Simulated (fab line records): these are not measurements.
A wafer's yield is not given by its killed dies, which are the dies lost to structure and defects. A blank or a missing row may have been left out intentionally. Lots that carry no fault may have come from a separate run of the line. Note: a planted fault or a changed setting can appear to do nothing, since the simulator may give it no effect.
Comparing a struck lot with a sound one -- flow gf180mcu -- 16 steps out of a route of 602
Sound: these wafers, L274.4, L274.5, L274.6. Wafers L288.1, L288.2, L288.5 were the ones struck. The cause is named last.
At each step with rows: each side's tool, then ch and its chambers, then its first start. Under that, the readings that differ: sound wafers -- struck wafers -- difference of the means -- sigmas: that difference in standard deviations of wafers without a fault.
alike: readings whose means differ by less than 2 such deviations, and words and numbers that are the same on both sides. not compared: withheld readings, readings that some wafer has no value for, bounds like >300 that may hide the same value, and numbers for which the record gives no deviation and whose values overlap.
A row with sigmas, a row that says differs or no value, or rows on one side alone: a step with any of these is where the two part. Numbers that have no deviation but don't overlap get no sigmas and don't part them. A reading that every wafer of one side lacks parts them only if that side has two wafers or more.

first, 2 steps without rows for these wafers: GF_MVPSD_IMPLANT_08; GF_MVPSD_IMPLANT_09.
GF_MVPSD_STRIP_10: strips in O2/N2.
  sound on plasma_asher-04 ch 0,1, day 5 06:42; struck on plasma_asher-02 ch 0,1, day 8 20:23
  alike: drypump_motor_current_A, heater_power_w, n2_flow_sccm, oes_product_au, strip_time_to_endpoint_s
  not compared: rf_hours_counter_h
GF_MVPSD_TW_MEAS_11:
  sound: film_metro-04 at day 5 06:47; struck: film_metro-04 at day 8 20:29
  alike: MVPSD_TW
then, 7 steps without rows for these wafers: GF_VT_IMPLANT_DEHYDRATE_00 (time 60 s); GF_VT_IMPLANT_HMDS_01 (prime time 60 s); GF_VT_IMPLANT_COAT_02 (resist thk 1000 nm); GF_VT_IMPLANT_SOFTBAKE_03 (time 60 s); GF_VT_IMPLANT_EXPOSE_04 (exposes mask LVPWELL LV AREA, target cd 600 nm); GF_VT_IMPLANT_PEB_05; GF_VT_IMPLANT_DEVELOP_06 (develop time 60 s).
GF_VT_IMPLANT_OVL_MEAS_07:
  sound: overlay-01 at day 5 20:45; struck: overlay-02 at day 9 12:55
  alike: VT_IMPLANT_OVL
GF_VT_IMPLANT_IMPLANT_08:
  sound on implanter-03 ch 0, day 5 20:50; struck on implanter-02 ch 0, day 9 12:57
reading,sound,struck,difference,sigmas
implant_ion_amu,49 49 49,75 75 75,+26,
model.implant.drp_nm (nm),9.752 9.752 9.752,7.212 7.212 7.212,-2.540,
model.implant.rp_nm (nm),17.39 17.39 17.39,15.47 15.47 15.47,-1.92,
GF_VT_IMPLANT_STRIP_09: strips in O2/N2.
  sound on plasma_asher-01 ch 0,1, day 5 20:57; struck on plasma_asher-01 ch 0,1, day 9 13:06
  alike: drypump_motor_current_A, heater_power_w, n2_flow_sccm, oes_product_au, strip_time_to_endpoint_s
  not compared: rf_hours_counter_h
GF_VT_IMPLANT_TW_MEAS_10:
  sound: film_metro-01 at day 5 21:02; struck: film_metro-01 at day 9 13:26
reading,sound,struck,difference,sigmas
VT_IMPLANT_TW,559 560 562,929 925 927,+367,+61
  not compared: hold
GF_PASSIVATION_PROBE_99:
  rows exist in the record for the sound wafers here (prober-01, day 29 07:11), none for the struck ones

## WHERE THEY PART
Last at GF_PASSIVATION_PROBE_99 as far as this record goes, first at GF_VT_IMPLANT_TW_MEAS_10.

WHY: what had been put in by the simulator
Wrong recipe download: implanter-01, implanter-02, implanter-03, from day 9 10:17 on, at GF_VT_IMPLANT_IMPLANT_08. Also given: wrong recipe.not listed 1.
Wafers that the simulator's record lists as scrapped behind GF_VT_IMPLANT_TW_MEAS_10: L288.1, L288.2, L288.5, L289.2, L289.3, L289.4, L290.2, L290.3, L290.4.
